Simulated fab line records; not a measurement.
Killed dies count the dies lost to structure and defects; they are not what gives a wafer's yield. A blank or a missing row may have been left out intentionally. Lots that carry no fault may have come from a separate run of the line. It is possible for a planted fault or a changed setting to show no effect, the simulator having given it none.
fab line records	flow sfq_line
[record] lots = 5	wafers = 23
route steps=325 shown R5@221 I5@232 C5@240 M6@258 I6@270 I7@303
start_h: hours from the record's opening day to when the first of the lot's shown wafers began	wait_h: how many hours have passed since the lot's step before this one	" the same as in the row above	L1.1+2: several wafers, shown together as one row	- no value, or no start was given	* or withheld: withheld	< > ~ a bound
route shown NAME@n: NAME is a module with steps in the file, n the number in the route of the first one	usual: mean/standard deviation of fault-free wafers	same: alike in all rows	chamber/n: place in a boat	sites: the reading at each site	_std_site: how widely they spread, as a standard deviation	_edge_site: outer sites' mean less inner sites'	radius_mm: how far each site lies from the wafer's centre	mask NAME#n: copy n	behind: tool/chamber where the wafer was last shaped	hold: why the lot went on hold/how many hours it stayed there/how the hold came to an end	device: which transistor (n, p or np) failed to switch	end of line: the tests these same wafers got at the end of their route	a step without rows: its recipe alone	killed: dies that structure and defects cost at the first sort, which is not the same as the wafer's yield	map: a wafer's dies, x killed, . not, _ none there
set.NAME: the run value of the setting; set.NAME@STEP: its run value at that earlier step	model.NAME: the simulator's own value behind a step, which no gauge read
lots with deliberately changed settings; one table per step, one row per wafer
[[steps]]
[step SFQ_TRILAYER_R5_LITHO_PEB_139]
[recipe] peb_temp_c = 115	peb_time_s = 60	resist = KrF
lot.wafer	tool	chamber	start_h	wait_h	set.peb_temp_c
L075.1+6	litho_track-01	0	1311.67	1.0	115
L075.3+4+5	"	0	"	"	117.4
L077.1+3+4	litho_track-01	0	1318.87	1.0	115
L077.2+5	"	0	"	"	112.5
L078.1+3+4+5+6	litho_track-02	0	1334.47	1.0	115
L079.1+5	litho_track-02	0	1335.67	1.0	111.7
L079.2+3+4	"	0	"	"	115
L082.1+2+4	litho_track-02	0	1463.02	1.0	115
[step SFQ_TRILAYER_R5_LITHO_DEVELOP_138]
[recipe] time_s = 60	resist = KrF
[step SFQ_TRILAYER_R5_BARC_OPEN_METAL_ETCH_177]
[recipe] mask_material = PR	chemistry = O2	target_depth_nm = 125	target = BARC	icp_w = 600	bias_w = 80	pressure_mtorr = 10	time_s = 41.7
lot.wafer	tool	chamber	start_h	wait_h	set.peb_temp_c@TRILAYER_R5_LITHO_PEB_139	model.R5.cd_nm
L075.1	rie_metal-02	1	1312.01	0.0	115	502.1
L075.3	"	1	"	"	117.4	461.8
L075.4	"	0	"	"	117.4	461.3
L075.5	"	1	"	"	117.4	462
L075.6	"	0	"	"	115	501.2
L077.1+3	rie_metal-03	1	1319.21	0.0	115	498.8
L077.2	"	0	"	"	112.5	547.2
L077.4	"	0	"	"	115	497.5
L077.5	"	1	"	"	112.5	549
L078.1	rie_metal-02	1	1334.81	0.0	115	498
L078.3+6	"	1	"	"	115	497.7
L078.4	"	0	"	"	115	496.9
L078.5	"	0	"	"	115	496.5
L079.1	rie_metal-03	0	1336.01	0.0	111.7	568.3
L079.2	"	1	"	"	115	499.6
L079.3	"	1	"	"	115	499.9
L079.4	"	0	"	"	115	499.2
L079.5	"	0	"	"	111.7	567.7
L082.1	rie_metal-04	1	1463.36	0.0	115	499.5
L082.2	"	0	"	"	115	497.4
L082.4	"	0	"	"	115	499.1
[step SFQ_TRILAYER_I5_LITHO_EXPOSE_145]
[recipe] mask_id = I5	na = 0.6	source_shape = conventional	sigma_outer = 0.65	target_cd_nm = 700	dose_mj = 21.3
lot.wafer	tool	chamber	start_h	wait_h	mask	set.dose_mj
L075.1+3+4	krf_scanner-01	0	1313.67	-	I5#0	22.25
L075.5+6	"	0	"	"	I5#0	21.3
L077.1+2	krf_scanner-01	0	1320.87	-	I5#0	21.3
L077.3+4+5	"	0	"	"	I5#0	22.42
L078.1+4+5	krf_scanner-02	0	1463.02	-	I5#0	21.3
L078.3+6	"	0	"	"	I5#0	21.86
L079.1+2+4	krf_scanner-02	0	1464.22	-	I5#0	21.92
L079.3+5	"	0	"	"	I5#0	21.3
L082.1+2+4	krf_scanner-01	0	1584.19	-	I5#0	21.3
[step SFQ_TRILAYER_I5_BARC_OPEN_VIA_ETCH_200]
[recipe] mask_material = PR	chemistry = O2	target_depth_nm = 125	target = BARC	source_w = 500	bias_w = 80	pressure_mtorr = 30	time_s = 41.7
lot.wafer	tool	chamber	start_h	wait_h	set.bias_w	set.dose_mj@TRILAYER_I5_LITHO_EXPOSE_145	model.I5.cd_nm
L075.1	rie_diel-03	3	1315.21	0.0	83.08	22.25	706.4
L075.3	"	0	"	"	80	22.25	705.5
L075.4	"	1	"	"	80	22.25	707.5
L075.5	"	1	"	"	83.08	21.3	698.3
L075.6	"	2	"	"	83.08	21.3	698.8
L077.1	rie_diel-03	2	1322.41	0.0	73.1	21.3	698.6
L077.2	"	1	"	"	80	21.3	699.4
L077.3	"	3	"	"	80	22.42	707.9
L077.4	"	0	"	"	73.1	22.42	706.6
L077.5	"	3	"	"	80	22.42	707.5
L078.1	rie_diel-02	1	1464.56	0.0	76.54	21.3	700.1
L078.3	"	2	"	"	76.54	21.86	703.2
L078.4	"	0	"	"	80	21.3	701.2
L078.5	"	1	"	"	76.54	21.3	699.5
L078.6	"	2	"	"	80	21.86	704.5
L079.1	rie_diel-04	2	1465.76	0.0	88.97	21.92	704.8
L079.2	"	3	"	"	80	21.92	705.2
L079.3	"	1	"	"	80	21.3	701.2
L079.4	"	0	"	"	88.97	21.92	705
L079.5	"	3	"	"	88.97	21.3	701.9
L082.1	rie_diel-03	0	1585.72	0.0	80	21.3	699.9
L082.2	"	1	"	"	80	21.3	699.8
L082.4	"	2	"	"	80	21.3	699.4
[step SFQ_TRILAYER_C5_LITHO_COAT_156]
[recipe] resist = BARC	spin_rpm = 3000	resist_thk_nm = 62
lot.wafer	tool	chamber	start_h	wait_h	set.spin_rpm	model.BARC_of_TRILAYER_C5_LITHO_COAT_156.thk_nm
L075.1	litho_track-04	0	1316.18	0.0	3000	62.11
L075.3+5	"	0	"	"	3000	62.17
L075.4	"	0	"	"	3000	62.2
L075.6	"	0	"	"	3000	62.23
L077.1	litho_track-03	0	1323.38	0.0	3000	61.89
L077.2	"	0	"	"	3000	62
L077.3	"	0	"	"	3000	61.98
L077.4	"	0	"	"	3000	61.67
L077.5	"	0	"	"	3000	61.86
L078.1	litho_track-02	0	1465.52	0.0	2787	64.46
L078.3	"	0	"	"	3000	62.28
L078.4	"	0	"	"	3000	62.35
L078.5	"	0	"	"	3000	62.3
L078.6	"	0	"	"	2787	64.6
L079.1	litho_track-04	0	1466.74	0.0	3193	60.2
L079.2	"	0	"	"	3193	60.13
L079.3	"	0	"	"	3000	62.19
L079.4	"	0	"	"	3000	62.13
L079.5	"	0	"	"	3193	60.34
L082.1	litho_track-04	0	1586.69	0.0	3000	61.96
L082.2+4	"	0	"	"	3000	62
[step SFQ_TRILAYER_C5_LITHO_EXPOSE_152]
[recipe] mask_id = C5	na = 0.6	source_shape = conventional	sigma_outer = 0.65	target_cd_nm = 500	dose_mj = 21.3
lot.wafer	tool	chamber	start_h	wait_h	mask	set.dose_mj
L075.1+3+4+5+6	krf_scanner-02	0	1447.42	-	C5#0	21.3
L077.1+3+5	krf_scanner-01	0	1452.35	-	C5#0	21.3
L077.2+4	"	0	"	"	C5#0	20.55
L078.1+3	krf_scanner-01	0	1466.27	-	C5#0	22.84
L078.4+5+6	"	0	"	"	C5#0	21.3
L079.1+3+4	krf_scanner-01	0	1467.49	-	C5#0	20.55
L079.2+5	"	0	"	"	C5#0	21.3
L082.1+2+4	krf_scanner-02	0	1587.44	-	C5#0	21.3
[step SFQ_TRILAYER_C5_LITHO_PEB_154]
[recipe] peb_temp_c = 115	peb_time_s = 58.39	resist = KrF
[step SFQ_TRILAYER_C5_LITHO_DEVELOP_153]
[recipe] time_s = 60	resist = KrF
[step SFQ_TRILAYER_C5_BARC_OPEN_VIA_ETCH_210]
[recipe] mask_material = PR	chemistry = O2	target_depth_nm = 125	target = BARC	source_w = 500	bias_w = 80	pressure_mtorr = 30	time_s = 41.7
lot.wafer	tool	chamber	start_h	wait_h	set.spin_rpm@TRILAYER_C5_LITHO_COAT_156	set.dose_mj@TRILAYER_C5_LITHO_EXPOSE_152	model.C5.cd_nm	model.etch.depth_nm
L075.1	rie_diel-01	3	1448.96	0.0	3000	21.3	495.3	62.11
L075.3	"	2	"	"	3000	21.3	495.4	62.17
L075.4	"	1	"	"	3000	21.3	495.3	62.2
L075.5	"	0	"	"	3000	21.3	496.7	-
L075.6	"	1	"	"	3000	21.3	495.7	-
L077.1	rie_diel-01	2	1453.88	0.0	3000	21.3	495.4	-
L077.2	"	0	"	"	3000	20.55	490.4	62
L077.3	"	3	"	"	3000	21.3	497.1	61.98
L077.4	"	1	"	"	3000	20.55	490.1	61.67
L077.5	"	1	"	"	3000	21.3	495.6	-
L078.1	rie_diel-01	0	1467.81	0.0	2787	22.84	507	64.46
L078.3	"	2	"	"	3000	22.84	507.3	62.28
L078.4	"	1	"	"	3000	21.3	497.2	62.35
L078.5	"	1	"	"	3000	21.3	497.7	62.3
L078.6	"	2	"	"	2787	21.3	496.6	64.6
L079.1	rie_diel-03	2	1469.03	0.0	3193	20.55	489.4	-
L079.2	"	0	"	"	3193	21.3	496.8	-
L079.3	"	3	"	"	3000	20.55	492.1	-
L079.4	"	1	"	"	3000	20.55	490.1	62.13
L079.5	"	2	"	"	3193	21.3	495.3	60.34
L082.1	rie_diel-04	1	1588.97	0.0	3000	21.3	494.1	61.96
L082.2	"	2	"	"	3000	21.3	492	62
L082.4	"	3	"	"	3000	21.3	494.5	62
[step SFQ_TRILAYER_M6_LITHO_EXPOSE_160]
[recipe] mask_id = M6	na = 0.6	source_shape = conventional	sigma_outer = 0.65	target_cd_nm = 500	dose_mj = 14.4
lot.wafer	tool	chamber	start_h	wait_h	mask	set.dose_mj
L075.1+3	krf_scanner-02	0	1568.16	-	M6#0	14.4
L075.4+5+6	"	0	"	"	M6#0	15.28
L077.1+2+3+4+5	krf_scanner-02	0	1572.96	-	M6#0	14.4
L078.1+4+6	krf_scanner-01	0	1587.79	-	M6#0	14.4
L078.3+5	"	0	"	"	M6#0	15.01
L079.1+2+3+4+5	krf_scanner-02	0	1589.64	-	M6#0	14.4
L082.1+2+4	krf_scanner-02	0	1594.44	-	M6#0	14.4
[step SFQ_TRILAYER_M6_BARC_OPEN_METAL_ETCH_206]
[recipe] mask_material = PR	chemistry = O2	target_depth_nm = 125	target = BARC	icp_w = 600	bias_w = 80	pressure_mtorr = 10	time_s = 41.7
lot.wafer	tool	chamber	start_h	wait_h	set.bias_w	set.dose_mj@TRILAYER_M6_LITHO_EXPOSE_160	model.M6.cd_nm
L075.1	rie_metal-02	1	1569.70	0.0	80	14.4	500.5
L075.3	"	1	"	"	80	14.4	501.9
L075.4	"	0	"	"	80	15.28	490.3
L075.5	"	1	"	"	80	15.28	491.3
L075.6	"	0	"	"	80	15.28	490.8
L077.1+4	rie_metal-02	1,0	1574.50	0.0	80	14.4	500.9
L077.2	"	0	"	"	80	14.4	501.6
L077.3	"	1	"	"	80	14.4	501.8
L077.5	"	0	"	"	80	14.4	500.8
L078.1	rie_metal-03	1	1589.32	0.0	72.34	14.4	499.6
L078.3	"	0	"	"	80	15.01	492.1
L078.4	"	1	"	"	80	14.4	500
L078.5	"	0	"	"	72.34	15.01	491.8
L078.6	"	1	"	"	72.34	14.4	499
L079.1	rie_metal-02	1	1591.22	0.0	72.74	14.4	501.5
L079.2	"	0	"	"	80	14.4	500.9
L079.3	"	1	"	"	72.74	14.4	500.5
L079.4	"	0	"	"	80	14.4	500.4
L079.5	"	1	"	"	80	14.4	500.6
L082.1	rie_metal-02	0	1595.97	0.0	80	14.4	501
L082.2	"	1	"	"	80	14.4	500.7
L082.4	"	0	"	"	80	14.4	500
[step SFQ_TRILAYER_M6_ETCH_METAL_ETCH_162]
[recipe] target = Nb	stop_on = SiO2	mask_material = PR	chemistry = Cl2/Ar	target_depth_nm = 240	icp_w = 600	bias_w = 80	pressure_mtorr = 10	time_s = 116.9
lot.wafer	tool	chamber	start_h	wait_h	set.dose_mj@TRILAYER_M6_LITHO_EXPOSE_160	model.M6.cd_nm
L075.1	rie_metal-02	1	1569.76	0.0	14.4	500.1
L075.3	"	1	"	"	14.4	501.9
L075.4	"	0	"	"	15.28	490.1
L075.5	"	1	"	"	15.28	491.4
L075.6	"	0	"	"	15.28	490.9
L077.1+4	rie_metal-02	1,0	1574.56	0.0	14.4	500.8
L077.2	"	0	"	"	14.4	501.6
L077.3	"	1	"	"	14.4	501.5
L077.5	"	0	"	"	14.4	500.4
L078.1+4	rie_metal-03	1	1589.38	0.0	14.4	501.6
L078.3	"	0	"	"	15.01	491.6
L078.5	"	0	"	"	15.01	492
L078.6	"	1	"	"	14.4	501.2
L079.1	rie_metal-02	1	1591.28	0.0	14.4	501.9
L079.2	"	0	"	"	14.4	501.1
L079.3	"	1	"	"	14.4	502.2
L079.4	"	0	"	"	14.4	500.8
L079.5	"	1	"	"	14.4	501.8
L082.1	rie_metal-02	0	1596.03	0.0	14.4	500.4
L082.2	"	1	"	"	14.4	501.4
L082.4	"	0	"	"	14.4	500.2
[step SFQ_TRILAYER_I6_VIA_LITHO_COAT_174]
[recipe] resist = BARC	spin_rpm = 3000	resist_thk_nm = 62
lot.wafer	tool	chamber	start_h	wait_h	set.spin_rpm	model.BARC_of_TRILAYER_I6_VIA_LITHO_COAT_174.thk_nm
L075.1	litho_track-04	0	1599.57	1.0	2880	63.19
L075.3	"	0	"	"	2880	63.33
L075.4	"	0	"	"	3000	62.05
L075.5	"	0	"	"	3000	61.84
L075.6	"	0	"	"	2880	63.42
L077.1	litho_track-01	0	1608.57	1.0	3000	62.11
L077.2+3	"	0	"	"	3000	62.04
L077.4	"	0	"	"	3075	61.27
L077.5	"	0	"	"	3075	61.15
L078.1	litho_track-04	0	1614.57	1.0	3144	60.51
L078.3	"	0	"	"	3144	60.4
L078.4	"	0	"	"	3000	61.96
L078.5	"	0	"	"	3000	61.71
L078.6	"	0	"	"	3144	60.47
L079.1	litho_track-04	0	1615.41	1.0	3000	61.97
L079.2	"	0	"	"	3095	60.92
L079.3	"	0	"	"	3095	60.96
L079.4	"	0	"	"	3000	61.89
L079.5	"	0	"	"	3000	61.76
L082.1	litho_track-02	0	1620.57	1.0	3000	62.02
L082.2	"	0	"	"	3000	61.92
L082.4	"	0	"	"	3000	61.77
[step SFQ_TRILAYER_I6_VIA_LITHO_COAT_169]
[recipe] resist = KrF	spin_rpm = 3000	resist_thk_nm = 650
lot.wafer	tool	chamber	start_h	wait_h	set.resist_thk_nm	model.KrF_of_TRILAYER_I6_VIA_LITHO_COAT_169.thk_nm
L075.1	litho_track-04	0	1599.87	0.2	650	650.1
L075.3	"	0	"	"	675.1	675.4
L075.4	"	0	"	"	675.1	676.2
L075.5	"	0	"	"	675.1	675.1
L075.6	"	0	"	"	650	649.5
L077.1	litho_track-01	0	1608.87	0.2	614.2	615.9
L077.2	"	0	"	"	614.2	613.1
L077.3	"	0	"	"	650	649.5
L077.4	"	0	"	"	614.2	614.5
L077.5	"	0	"	"	650	652
L078.1	litho_track-04	0	1614.87	0.2	650	651.2
L078.3	"	0	"	"	650	651.1
L078.4	"	0	"	"	650	650.3
L078.5	"	0	"	"	650	651
L078.6	"	0	"	"	650	649.9
L079.1	litho_track-04	0	1615.71	0.2	650	646.2
L079.2	"	0	"	"	650	649.2
L079.3	"	0	"	"	682.6	678.7
L079.4	"	0	"	"	650	647.8
L079.5	"	0	"	"	682.6	679.3
L082.1	litho_track-02	0	1620.87	0.2	650	651.2
L082.2	"	0	"	"	650	649.9
L082.4	"	0	"	"	650	651.3
[step SFQ_TRILAYER_I6_VIA_LITHO_SOFTBAKE_173]
[recipe] temp_c = withheld	time_s = withheld	resist = KrF
[step SFQ_TRILAYER_I6_VIA_LITHO_EXPOSE_170]
[recipe] mask_id = I6	na = 0.6	source_shape = conventional	sigma_outer = 0.65	target_cd_nm = 700	dose_mj = 21.3
[step SFQ_TRILAYER_I6_VIA_LITHO_DEVELOP_171]
[recipe] time_s = 60	resist = KrF
[step SFQ_TRILAYER_I6_VIA_BARC_OPEN_VIA_ETCH_235]
[recipe] mask_material = PR	chemistry = O2	target_depth_nm = 125	target = BARC	source_w = 500	bias_w = 80	pressure_mtorr = 30	time_s = 41.7
lot.wafer	tool	chamber	start_h	wait_h	set.spin_rpm@TRILAYER_I6_VIA_LITHO_COAT_174	set.resist_thk_nm@TRILAYER_I6_VIA_LITHO_COAT_169	model.KrF_of_TRILAYER_I6_VIA_LITHO_COAT_169.thk_nm	model.etch.depth_nm
L075.1	rie_diel-04	2	1720.05	0.0	2880	650	571.1	63.19
L075.3	"	3	"	"	2880	675.1	597.8	63.33
L075.4	"	0	"	"	3000	675.1	599.3	62.05
L075.5	"	0	"	"	3000	675.1	597.7	-
L075.6	"	3	"	"	2880	650	571.5	-
L077.1	rie_diel-01	2	1728.45	0.0	3000	614.2	538.5	-
L077.2	"	3	"	"	3000	614.2	535.5	62.04
L077.3	"	1	"	"	3000	650	572.8	62.04
L077.4	"	3	"	"	3075	614.2	537	61.27
L077.5	"	1	"	"	3075	650	575.1	-
L078.1	rie_diel-04	3	1730.85	0.0	3144	650	573.9	60.51
L078.3	"	2	"	"	3144	650	572.4	60.4
L078.4	"	0	"	"	3000	650	573.6	61.96
L078.5	"	3	"	"	3000	650	574.1	61.71
L078.6	"	2	"	"	3144	650	571.8	60.47
L079.1	rie_diel-01	2	1732.05	0.0	3000	650	568.5	-
L079.2	"	3	"	"	3095	650	571.1	-
L079.3	"	1	"	"	3095	682.6	601.3	-
L079.4	"	3	"	"	3000	650	570.1	61.89
L079.5	"	1	"	"	3000	682.6	602.2	61.76
L082.1	rie_diel-02	0	1738.05	0.0	3000	650	574.7	62.02
L082.2	"	1	"	"	3000	650	572.9	61.92
L082.4	"	3	"	"	3000	650	573.9	61.77
[step SFQ_TRILAYER_I6_VIA_ETCH_VIA_ETCH_172]
[recipe] target = SiO2	stop_on = Nb	mask_material = PR	taper_deg = 20	chemistry = CHF3	target_depth_nm = 260	source_w = 500	bias_w = 80	pressure_mtorr = 30	time_s = withheld
lot.wafer	tool	chamber	start_h	wait_h	set.resist_thk_nm@TRILAYER_I6_VIA_LITHO_COAT_169	model.KrF_of_TRILAYER_I6_VIA_LITHO_COAT_169.thk_nm
L075.1	rie_diel-04	2	1720.09	0.0	650	525.8
L075.3	"	3	"	"	675.1	553.4
L075.4	"	0	"	"	675.1	555.6
L075.5	"	0	"	"	675.1	553.7
L075.6	"	3	"	"	650	526.4
L077.1	rie_diel-01	2	1728.49	0.0	614.2	493.8
L077.2	"	3	"	"	614.2	490.7
L077.3	"	1	"	"	650	528.8
L077.4	"	3	"	"	614.2	492.4
L077.5	"	1	"	"	650	531
L078.1	rie_diel-04	3	1730.89	0.0	650	528.5
L078.3	"	2	"	"	650	526.2
L078.4	"	0	"	"	650	528.9
L078.5	"	3	"	"	650	529.3
L078.6	"	2	"	"	650	525.4
L079.1	rie_diel-01	2	1732.09	0.0	650	522.9
L079.2	"	3	"	"	650	525.8
L079.3	"	1	"	"	682.6	556.5
L079.4	"	3	"	"	650	524.6
L079.5	"	1	"	"	682.6	557.4
L082.1	rie_diel-02	0	1738.09	0.0	650	530.8
L082.2	"	1	"	"	650	527.6
L082.4	"	3	"	"	650	529
[step SFQ_TRILAYER_I7_VIA_LITHO_EXPOSE_188]
[recipe] mask_id = I7	na = 0.6	source_shape = conventional	sigma_outer = 0.65	target_cd_nm = 1000	dose_mj = 21.3
lot.wafer	tool	chamber	start_h	wait_h	mask	set.dose_mj
L075.1+4+5	krf_scanner-01	0	1838.72	-	I7#0	20.15
L075.3+6	"	0	"	"	I7#0	21.3
L077.1+3	krf_scanner-01	0	1847.12	-	I7#0	20.67
L077.2+4+5	"	0	"	"	I7#0	21.3
L078.1+3+4+5+6	krf_scanner-01	0	1853.12	-	I7#0	21.3
L079.1+2+3+4+5	krf_scanner-01	0	1935.26	-	I7#0	21.3
L082.1+2+4	krf_scanner-01	0	1942.46	-	I7#0	21.3
[step SFQ_TRILAYER_I7_VIA_LITHO_PEB_190]
[recipe] peb_temp_c = 115	peb_time_s = 60	resist = KrF
lot.wafer	tool	chamber	start_h	wait_h	set.peb_time_s
L075.1+4+6	litho_track-02	0	1839.92	1.0	57.74
L075.3+5	"	0	"	"	60
L077.1+3+5	litho_track-02	0	1848.32	1.0	60
L077.2+4	"	0	"	"	62.27
L078.1+4	litho_track-04	0	1854.32	1.0	60
L078.3+5+6	"	0	"	"	63.11
L079.1+2	litho_track-03	0	1936.46	1.0	56.79
L079.3+4+5	"	0	"	"	60
L082.1+2+4	litho_track-04	0	1943.66	1.0	60
[step SFQ_TRILAYER_I7_VIA_LITHO_DEVELOP_189]
[recipe] time_s = 60	resist = KrF
[step SFQ_TRILAYER_I7_VIA_BARC_OPEN_VIA_ETCH_260]
[recipe] mask_material = PR	chemistry = O2	target_depth_nm = 125	target = BARC	source_w = 500	bias_w = 80	pressure_mtorr = 30	time_s = 41.7
lot.wafer	tool	chamber	start_h	wait_h	set.dose_mj@TRILAYER_I7_VIA_LITHO_EXPOSE_188	set.peb_time_s@TRILAYER_I7_VIA_LITHO_PEB_190	model.I7.cd_nm
L075.1	rie_diel-03	0	1840.26	0.0	20.15	57.74	987.1
L075.3	"	3	"	"	21.3	60	1005
L075.4	"	0	"	"	20.15	57.74	986.9
L075.5	"	3	"	"	20.15	60	995.1
L075.6	"	0	"	"	21.3	57.74	996.5
L077.1	rie_diel-03	0	1848.66	0.0	20.67	60	999.1
L077.2	"	1	"	"	21.3	62.27	1008
L077.3	"	3	"	"	20.67	60	999.8
L077.4	"	0	"	"	21.3	62.27	1007
L077.5	"	1	"	"	21.3	60	1003
L078.1	rie_diel-02	1	1854.66	0.0	21.3	60	999
L078.3+6	"	3	"	"	21.3	63.11	1007
L078.4	"	2	"	"	21.3	60	998
L078.5	"	2	"	"	21.3	63.11	1006
L079.1	rie_diel-01	3	1936.80	0.0	21.3	56.79	992.5
L079.2	"	1	"	"	21.3	56.79	993.9
L079.3	"	2	"	"	21.3	60	1002
L079.4	"	1	"	"	21.3	60	1003
L079.5	"	3	"	"	21.3	60	1001
L082.1+2+4	rie_diel-01	1,3,0	1944.00	0.0	21.3	60	1002
[step SFQ_TRILAYER_I7_VIA_ETCH_VIA_ETCH_190]
[recipe] target = SiO2	stop_on = Nb	mask_material = PR	taper_deg = 20	chemistry = CHF3	target_depth_nm = 260	source_w = 500	bias_w = 80	pressure_mtorr = 30	time_s = withheld
lot.wafer	tool	chamber	start_h	wait_h	set.dose_mj@TRILAYER_I7_VIA_LITHO_EXPOSE_188	set.peb_time_s@TRILAYER_I7_VIA_LITHO_PEB_190	model.I7.cd_nm
L075.1	rie_diel-03	0	1840.32	0.0	20.15	*	986.7
L075.3	"	3	"	"	21.3	*	1004
L075.4	"	0	"	"	20.15	*	987.8
L075.5	"	3	"	"	20.15	*	994.3
L075.6	"	0	"	"	21.3	*	996.4
L077.1+3	rie_diel-03	0,3	1848.70	0.0	20.67	*	998.7
L077.2+4	"	1,0	"	"	21.3	*	1007
L077.5	"	1	"	"	21.3	*	1001
L078.1	rie_diel-02	1	1854.70	0.0	21.3	*	997.3
L078.3+6	"	3	"	"	21.3	*	1008
L078.4	"	2	"	"	21.3	*	997.6
L078.5	"	2	"	"	21.3	*	1005
L079.1	rie_diel-01	3	1936.84	0.0	21.3	*	992.8
L079.2	"	1	"	"	21.3	*	993.5
L079.3	"	2	"	"	21.3	*	1001
L079.4	"	1	"	"	21.3	*	1004
L079.5	"	3	"	"	21.3	*	1002
L082.1+2+4	rie_diel-01	1,3,0	1944.04	0.0	21.3	*	1003
[[key]]
[split] step = SFQ_TRILAYER_R5_LITHO_PEB_139	setting = peb_temp_c	stated = 115	by = wafer
[response] step = SFQ_TRILAYER_R5_BARC_OPEN_METAL_ETCH_177	reading = model.R5.cd_nm	change = -22.4	per = 1%	r = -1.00
[split] step = SFQ_TRILAYER_I5_LITHO_EXPOSE_145	setting = dose_mj	stated = 21.3	by = wafer
[response] step = SFQ_TRILAYER_I5_BARC_OPEN_VIA_ETCH_200	reading = model.I5.cd_nm	change = +1.57	per = 1%	r = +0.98
[split] step = SFQ_TRILAYER_I5_BARC_OPEN_VIA_ETCH_200	setting = bias_w	stated = 80	by = wafer
response none clear
[split] step = SFQ_TRILAYER_C5_LITHO_COAT_156	setting = spin_rpm	stated = 3000	by = wafer
[response] step = SFQ_TRILAYER_C5_LITHO_COAT_156	reading = model.BARC_of_TRILAYER_C5_LITHO_COAT_156.thk_nm	change = -0.308	per = 1%	r = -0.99
[response] step = SFQ_TRILAYER_C5_BARC_OPEN_VIA_ETCH_210	reading = model.etch.depth_nm	change = -0.304	per = 1%	r = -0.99
[split] step = SFQ_TRILAYER_C5_LITHO_EXPOSE_152	setting = dose_mj	stated = 21.3	by = wafer
[response] step = SFQ_TRILAYER_C5_BARC_OPEN_VIA_ETCH_210	reading = model.C5.cd_nm	change = +1.45	per = 1%	r = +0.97
[split] step = SFQ_TRILAYER_M6_LITHO_EXPOSE_160	setting = dose_mj	stated = 14.4	by = wafer
[response] step = SFQ_TRILAYER_M6_BARC_OPEN_METAL_ETCH_206	reading = model.M6.cd_nm	change = -1.72	per = 1%	r = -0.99
[response] step = SFQ_TRILAYER_M6_ETCH_METAL_ETCH_162	reading = model.M6.cd_nm	change = -1.87	per = 1%	r = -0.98
[split] step = SFQ_TRILAYER_M6_BARC_OPEN_METAL_ETCH_206	setting = bias_w	stated = 80	by = wafer
response none clear
[split] step = SFQ_TRILAYER_I6_VIA_LITHO_COAT_174	setting = spin_rpm	stated = 3000	by = wafer
[response] step = SFQ_TRILAYER_I6_VIA_LITHO_COAT_174	reading = model.BARC_of_TRILAYER_I6_VIA_LITHO_COAT_174.thk_nm	change = -0.31	per = 1%	r = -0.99
[response] step = SFQ_TRILAYER_I6_VIA_BARC_OPEN_VIA_ETCH_235	reading = model.etch.depth_nm	change = -0.293	per = 1%	r = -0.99
[split] step = SFQ_TRILAYER_I6_VIA_LITHO_COAT_169	setting = resist_thk_nm	stated = 650	by = wafer
[response] step = SFQ_TRILAYER_I6_VIA_LITHO_COAT_169	reading = model.KrF_of_TRILAYER_I6_VIA_LITHO_COAT_169.thk_nm	change = +6.47	per = 1%	r = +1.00
[response] step = SFQ_TRILAYER_I6_VIA_BARC_OPEN_VIA_ETCH_235	reading = model.KrF_of_TRILAYER_I6_VIA_LITHO_COAT_169.thk_nm	change = +6.64	per = 1%	r = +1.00
[response] step = SFQ_TRILAYER_I6_VIA_ETCH_VIA_ETCH_172	reading = model.KrF_of_TRILAYER_I6_VIA_LITHO_COAT_169.thk_nm	change = +6.8	per = 1%	r = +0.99
[split] step = SFQ_TRILAYER_I7_VIA_LITHO_EXPOSE_188	setting = dose_mj	stated = 21.3	by = wafer
[response] step = SFQ_TRILAYER_I7_VIA_BARC_OPEN_VIA_ETCH_260	reading = model.I7.cd_nm	slope = +1.64	per = 1%	together_with = peb_time_s@TRILAYER_I7_VIA_LITHO_PEB_190	explained = 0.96
[response] step = SFQ_TRILAYER_I7_VIA_ETCH_VIA_ETCH_190	reading = model.I7.cd_nm	slope = +1.55	per = 1%	together_with = peb_time_s@TRILAYER_I7_VIA_LITHO_PEB_190	explained = 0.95
[split] step = SFQ_TRILAYER_I7_VIA_LITHO_PEB_190	setting = peb_time_s	stated = 60	by = wafer
[response] step = SFQ_TRILAYER_I7_VIA_ETCH_VIA_ETCH_190	reading = model.I7.cd_nm	change = +1.88	per = 1%	r = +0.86
[response] step = SFQ_TRILAYER_I7_VIA_BARC_OPEN_VIA_ETCH_260	reading = model.I7.cd_nm	slope = +1.61	per = 1%	together_with = dose_mj@TRILAYER_I7_VIA_LITHO_EXPOSE_188	explained = 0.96
